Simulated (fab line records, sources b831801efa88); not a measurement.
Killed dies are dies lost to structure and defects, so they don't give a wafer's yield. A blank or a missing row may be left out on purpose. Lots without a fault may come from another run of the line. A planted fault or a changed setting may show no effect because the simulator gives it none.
Chamber matching | flow gf180mcu | GF_V4_CMP_26 on cmp-02: 4 sister chambers
The step polishes, stops on SiO2, t overpolish 15 s, target thk 0 nm. 7 wafers are shown with their chamber, then 7 later ones without.

WAFERS WITH THEIR CHAMBER
wafer  | chamber | time_to_endpoint_s (s) | motor_current_A (A)
L281.4 | 3       | 91                     | 9.8
L281.5 | 2       | 84                     | 11.0
L284.1 | 1       | 87                     | 9.8
L284.2 | 3       | 91                     | 9.7
L284.5 | 1       | 87                     | 10.6
L288.3 | 0       | 94                     | 11.4
L288.4 | 2       | 85                     | 10.8

WAFERS WITHOUT THEIR CHAMBER
wafer  | time_to_endpoint_s (s) | motor_current_A (A)
L288.6 | 89                     | 9.5
L289.1 | 79                     | 10.9
L289.4 | 90                     | 9.3
L289.5 | 92                     | 11.8
L290.2 | 85                     | 10.4
L290.4 | 88                     | 12.1
L290.6 | 82                     | 10.6

WHICH CHAMBER EACH WENT THROUGH
wafer  | from the rows above     | in truth
L288.6 | can't be placed: 3 or 1 | 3
L289.1 | 2                       | 2
L289.4 | 3                       | 3
L289.5 | can't be placed: 0 or 3 | 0
L290.2 | 2                       | 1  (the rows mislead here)
L290.4 | 1                       | 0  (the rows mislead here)
L290.6 | 2                       | 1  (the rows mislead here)
Placed correctly: 2 of 7. Can't be placed from these rows: 2 (the true chamber is among the candidates in 2). Placed wrongly: 3.
How it was worked out, from the rows above alone: a wafer's distance from a chamber is the root of the sum, over the readings, of the square of ((its reading less the chamber's mean) divided by the reading's scatter). The wafer belongs to the nearest chamber; if the next one is less than 2 further off, it can't be placed. A chamber's mean is the mean of its shown wafers. The scatter: the root of (the sum of the squares of (reading less its chamber's mean) over the shown wafers, divided by (wafers less chambers)).
